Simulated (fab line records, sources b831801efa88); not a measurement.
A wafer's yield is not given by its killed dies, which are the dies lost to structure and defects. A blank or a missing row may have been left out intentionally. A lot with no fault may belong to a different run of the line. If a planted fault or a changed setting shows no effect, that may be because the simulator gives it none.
Which tool was responsible? ; flow gf180mcu ; 13 lots, 39 wafers sampled, at 4 steps of a route of 602

== WHAT EACH GAUGE READ, for each wafer ==
GF_PSD_OVL_MEAS_08. Usual: PSD_OVL -1.4 nm, standard deviation 1.2.
lot;measured;on;PSD_OVL (nm);flag
L815;day 14 02:08;overlay-01;-1.0 -1.5 -1.7;
L816;day 14 11:04;overlay-02;-0.6 -1.3 -2.4;
L817;day 14 22:24;overlay-01;-1.6 -0.8 -2.8;
L818;day 15 01:49;overlay-02;-3.0 -3.0 -3.9;
L819;day 15 12:54;overlay-01;-2.8 -2.0 -2.5;
L821;day 16 08:02;overlay-02;-1.8 0.7 -2.8;
L823;day 17 00:01;overlay-01;-1.9 -2.3 -1.6;
L824;day 17 09:33;overlay-01;-0.7 -1.7 -0.6;
L825;day 17 17:25;overlay-02;-1.6 -0.1 -2.5;
L826;day 17 23:28;overlay-01;-3.3 -2.7 -4.7;
L827;day 18 09:11;overlay-02;1.8 -0.9 0.4;
L832;day 20 08:49;overlay-02;-0.3 -1.1 -0.1;
L838;day 22 09:38;overlay-02;-0.7 -0.4 -0.2;

GF_SALICIDE_RS_MEAS_04: the measuring method here is four-point-probe. Usual: SALICIDE_TIN_RS 16.34 ohm/sq, standard deviation 0.29.
lot;measured;on;SALICIDE_TIN_RS (ohm/sq);flag
L815;day 14 23:45;film_metro-01;16.04 16.37 16.13;
L816;day 15 09:16;film_metro-02;16.09 16.19 16.40;
L817;day 15 20:37;film_metro-01;15.84 15.80 15.87;
L818;day 16 00:13;film_metro-04;16.54 16.34 16.50;
L819;day 16 11:38;film_metro-01;16.68 16.53 16.62;
L821;day 17 07:49;film_metro-04;16.55 16.69 16.66;
L823;day 18 00:11;film_metro-02;16.73 16.90 16.40;
L824;day 18 10:13;film_metro-02;16.33 16.17 16.38;
L825;day 18 18:59;film_metro-04;16.57 16.46 16.57;
L826;day 19 00:44;film_metro-02;16.45 16.68 16.56;
L827;day 19 10:25;film_metro-01;16.11 15.99 15.88;
L832;day 21 10:46;film_metro-01;16.60 17.81 16.18;
L838;day 23 09:44;film_metro-02;16.05 16.46 16.46;

== TOOL THAT RAN EACH LOT (tool first, then ch and the chambers of the sampled wafers, then the start) ==
lot;GF_HV_LDD_RTA_52;GF_SALICIDE_SPUTTER_02
L815;rtp_anneal-01 ch 0, day 12 07:58;pvd_sputter-01, day 14 23:40
L816;rtp_anneal-02 ch 0, day 12 16:18;pvd_sputter-01, day 15 09:10
L817;rtp_anneal-02 ch 0, day 13 02:49;pvd_sputter-01, day 15 20:34
L818;rtp_anneal-01 ch 0, day 13 07:01;pvd_sputter-01, day 16 00:10
L819;rtp_anneal-02 ch 0, day 13 16:35;pvd_sputter-04, day 16 11:34
L821;rtp_anneal-01 ch 0, day 14 11:10;pvd_sputter-03, day 17 07:46
L823;rtp_anneal-01 ch 0, day 15 01:17;pvd_sputter-04, day 18 00:07
L824;rtp_anneal-02 ch 0, day 15 10:37;pvd_sputter-01, day 18 10:10
L825;rtp_anneal-01 ch 0, day 15 16:55;pvd_sputter-04, day 18 18:55
L826;rtp_anneal-02 ch 0, day 15 23:09;pvd_sputter-04, day 19 00:40
L827;rtp_anneal-01 ch 0, day 16 07:47;pvd_sputter-01, day 19 10:22
L832;rtp_anneal-02 ch 0, day 18 04:43;pvd_sputter-04, day 21 10:39
L838;rtp_anneal-02 ch 0, day 20 05:56;pvd_sputter-01, day 23 09:40
- GF_HV_LDD_RTA_52: time 10 s.
- GF_SALICIDE_SPUTTER_02: material Co, target thk 10 nm, time 20 s.

== AS READ BY THE TOOLS THEMSELVES (means over the sampled wafers that have a number; for cases with no such wafer, the mark the record gives instead) ==
GF_HV_LDD_RTA_52. Usual: lamp_power_pct 37.1 %, standard deviation 0.38; wafer_temp_C_max 1004.2, standard deviation 1.1.
lot;tool;lamp_power_pct (%);wafer_temp_C_max;flag
L815;rtp_anneal-01;37.4;1003.8;
L816;rtp_anneal-02;36.6;1004.6;
L817;rtp_anneal-02;36.6;1004.6;
L818;rtp_anneal-01;37.4;1003.5;
L819;rtp_anneal-02;36.6;1006.3;
L821;rtp_anneal-01;37.4;1003.4;
L823;rtp_anneal-01;37.4;1004.1;
L824;rtp_anneal-02;36.6;1004.4;
L825;rtp_anneal-01;37.4;1002.9;
L826;rtp_anneal-02;36.6;1004.7;
L827;rtp_anneal-01;37.4;1003.7;
L832;rtp_anneal-02;36.6;1005.3;
L838;rtp_anneal-02;36.6;1004.8;

GF_SALICIDE_SPUTTER_02. Usual: throttle_valve_pct reads 29.8 % (standard deviation 0.92).
lot;tool;throttle_valve_pct (%);flag
L815;pvd_sputter-01;30.3;
L816;pvd_sputter-01;30.8;
L817;pvd_sputter-01;29.5;
L818;pvd_sputter-01;29.4;
L819;pvd_sputter-04;30.2;
L821;pvd_sputter-03;30.2;
L823;pvd_sputter-04;29.3;
L824;pvd_sputter-01;30.0;
L825;pvd_sputter-04;30.1;
L826;pvd_sputter-04;29.9;
L827;pvd_sputter-01;30.0;
L832;pvd_sputter-04;29.3;
L838;pvd_sputter-01;29.6;

== THE ANSWER, worked out from the rows above alone ==
Rule: a lot counts as off when the mean over its wafers that have a number is more than 3 standard deviations away from the usual mean. A lot without any number at a reading at which 4 lots or more have one is off too. Where the step has rows for the other lots, those lots are counted as sound. First the gauges in route order, then the tools' own readings, where a lot's mean is used as printed above. At the first step where some lot is off, the reading lying furthest off is the one used; lots without a number count as furthest.
None of the lots is off at any reading shown; this tells nothing.

== WHAT HAD BEEN PUT IN BY THE SIMULATOR ==
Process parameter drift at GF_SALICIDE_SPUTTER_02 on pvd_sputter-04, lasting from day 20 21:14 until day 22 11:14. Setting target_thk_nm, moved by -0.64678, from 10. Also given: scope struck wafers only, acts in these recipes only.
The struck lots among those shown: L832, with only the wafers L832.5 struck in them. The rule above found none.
